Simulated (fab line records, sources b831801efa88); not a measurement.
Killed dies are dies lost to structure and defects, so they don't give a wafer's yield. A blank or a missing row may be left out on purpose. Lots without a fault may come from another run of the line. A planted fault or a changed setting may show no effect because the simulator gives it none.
Tool commonality check | flow sky130 | 15 lots, 45 wafers sampled

WHY IT WAS OPENED
At SKY_VT_ADJUST_LVTN_TW_MEAS_10 the reading VT_ADJUST_LVTN_TW is flagged on 3 of 15 lots. Wafers without a fault read 244.0, standard deviation 1.7.
Rule: a lot is flagged when every wafer of it that has a number lies more than 4 standard deviations from that mean, or none has a number. The other lots count as sound.

lot  | measured     | on            | VT_ADJUST_LVTN_TW, wafer by wafer | flag
L318 | day 7 09:23  | film_metro-04 | 244.3 245.0 243.9                 |
L319 | day 7 13:42  | film_metro-02 | 244.1 242.6 244.0                 |
L320 | day 7 17:42  | film_metro-03 | 245.6 245.4 245.8                 |
L321 | day 8 00:05  | film_metro-03 | 245.6 245.3 244.7                 |
L322 | day 8 07:59  | film_metro-03 | 246.1 244.8 245.5                 |
L324 | day 8 19:49  | film_metro-02 | 30.0 30.1 29.8                    | FLAGGED
L325 | day 9 01:44  | film_metro-04 | 30.4 30.5 30.5                    | FLAGGED
L326 | day 9 09:40  | film_metro-02 | 30.0 30.0 29.9                    | FLAGGED
L327 | day 9 13:59  | film_metro-03 | 246.4 246.6 245.2                 |
L334 | day 11 11:44 | film_metro-02 | 241.8 242.6 242.2                 |
L335 | day 11 17:20 | film_metro-03 | 247.3 245.6 245.9                 |
L336 | day 11 22:05 | film_metro-04 | 243.7 243.9 244.9                 |
L337 | day 12 06:41 | film_metro-02 | 243.2 242.3 242.5                 |
L339 | day 12 20:59 | film_metro-04 | 243.6 244.2 243.4                 |
L340 | day 12 23:25 | film_metro-03 | 247.6 247.4 246.0                 |
The numbers of the flagged lots are 30.1 on average: -213.9 against the usual, or -99 or more standard deviations.

WHICH TOOL RAN EACH LOT
The record holds 3 process steps before the reading, out of a route of 708 steps. In each cell: the tool, then ch and the chambers that the sampled wafers went through, then the start.
lot  | flag    | SKY_FIELD_ISO_CMP_27         | SKY_VT_ADJUST_HVTP_STRIP_10          | SKY_VT_ADJUST_LVTN_STRIP_09
L318 |         | cmp-02 ch 0,3, day 2 19:10   | plasma_asher-02 ch 0,1, day 6 13:23  | plasma_asher-02 ch 0,1, day 7 09:17
L319 |         | cmp-02 ch 2,3, day 2 21:30   | plasma_asher-04 ch 0,1, day 6 17:06  | plasma_asher-03 ch 0, day 7 13:35
L320 |         | cmp-01 ch 0,1, day 3 02:08   | plasma_asher-02 ch 0,1, day 6 21:23  | plasma_asher-02 ch 0,1, day 7 17:35
L321 |         | cmp-02 ch 0,2,3, day 3 06:38 | plasma_asher-04 ch 0,1, day 7 03:30  | plasma_asher-03 ch 0,1, day 7 23:59
L322 |         | cmp-01 ch 1,2,3, day 3 12:53 | plasma_asher-02 ch 0,1, day 7 11:21  | plasma_asher-02 ch 0,1, day 8 07:52
L324 | FLAGGED | cmp-02 ch 1,2, day 3 22:32   | plasma_asher-03 ch 0,1, day 7 23:27  | plasma_asher-02 ch 0,1, day 8 19:43
L325 | FLAGGED | cmp-01 ch 1,2, day 4 03:16   | plasma_asher-02 ch 0,1, day 8 04:36  | plasma_asher-03 ch 0,1, day 9 01:37
L326 | FLAGGED | cmp-01 ch 0,3, day 4 07:58   | plasma_asher-04 ch 0,1, day 8 12:02  | plasma_asher-03 ch 0,1, day 9 09:34
L327 |         | cmp-02 ch 0,2,3, day 4 13:42 | plasma_asher-04 ch 0,1, day 8 16:00  | plasma_asher-01 ch 0,1, day 9 13:53
L334 |         | cmp-01 ch 0,2,3, day 6 01:46 | plasma_asher-03 ch 0,1, day 10 13:41 | plasma_asher-03 ch 0,1, day 11 11:38
L335 |         | cmp-01 ch 0,2,3, day 6 07:19 | plasma_asher-04 ch 1, day 10 18:17   | plasma_asher-02 ch 0,1, day 11 17:14
L336 |         | cmp-01 ch 0,1,2, day 6 11:07 | plasma_asher-03 ch 0,1, day 10 22:05 | plasma_asher-01 ch 0,1, day 11 21:59
L337 |         | cmp-02 ch 0,1,3, day 6 18:05 | plasma_asher-03 ch 0,1, day 11 07:05 | plasma_asher-02 ch 0,1, day 12 06:35
L339 |         | cmp-01 ch 1,3, day 7 06:34   | plasma_asher-04 ch 0,1, day 11 20:47 | plasma_asher-01 ch 0,1, day 12 20:53
L340 |         | cmp-01 ch 0,1,3, day 7 07:07 | plasma_asher-03 ch 0,1, day 11 23:05 | plasma_asher-03 ch 0,1, day 12 23:19
What these steps do:
- SKY_FIELD_ISO_CMP_27: polishes, stops on Si3N4, t overpolish 16 s, target thk 457.8 nm.
- SKY_VT_ADJUST_HVTP_STRIP_10: strips in O2/N2.
- SKY_VT_ADJUST_LVTN_STRIP_09: strips in O2/N2.
- SKY_VT_ADJUST_LVTN_TW_MEAS_10

FLAGGED OVER TOTAL, TOOL BY TOOL (the gauges that took the reading come last)
step                          | tool            | lots run | flagged | share of the flagged lots | sound lots run after its first flagged lot
SKY_FIELD_ISO_CMP_27          | cmp-01          | 9        | 2       | some                      | 5 (L334,L335,L336,L339,L340)
SKY_FIELD_ISO_CMP_27          | cmp-02          | 6        | 1       | some                      | 2 (L327,L337)
SKY_VT_ADJUST_HVTP_STRIP_10   | plasma_asher-02 | 4        | 1       | some                      | 0
SKY_VT_ADJUST_HVTP_STRIP_10   | plasma_asher-03 | 5        | 1       | some                      | 4 (L334,L336,L337,L340)
SKY_VT_ADJUST_HVTP_STRIP_10   | plasma_asher-04 | 6        | 1       | some                      | 3 (L327,L335,L339)
SKY_VT_ADJUST_LVTN_STRIP_09   | plasma_asher-01 | 3        | 0       | none                      | -
SKY_VT_ADJUST_LVTN_STRIP_09   | plasma_asher-02 | 6        | 1       | some                      | 2 (L335,L337)
SKY_VT_ADJUST_LVTN_STRIP_09   | plasma_asher-03 | 6        | 2       | some                      | 2 (L334,L340)
SKY_VT_ADJUST_LVTN_TW_MEAS_10 | film_metro-02   | 5        | 2       | some                      | 2 (L334,L337)
SKY_VT_ADJUST_LVTN_TW_MEAS_10 | film_metro-03   | 6        | 0       | none                      | -
SKY_VT_ADJUST_LVTN_TW_MEAS_10 | film_metro-04   | 4        | 1       | some                      | 2 (L336,L339)

WHAT THE TABLE ALLOWS
No row of the table ran every flagged lot.

WHAT THE SIMULATOR HAD PUT IN
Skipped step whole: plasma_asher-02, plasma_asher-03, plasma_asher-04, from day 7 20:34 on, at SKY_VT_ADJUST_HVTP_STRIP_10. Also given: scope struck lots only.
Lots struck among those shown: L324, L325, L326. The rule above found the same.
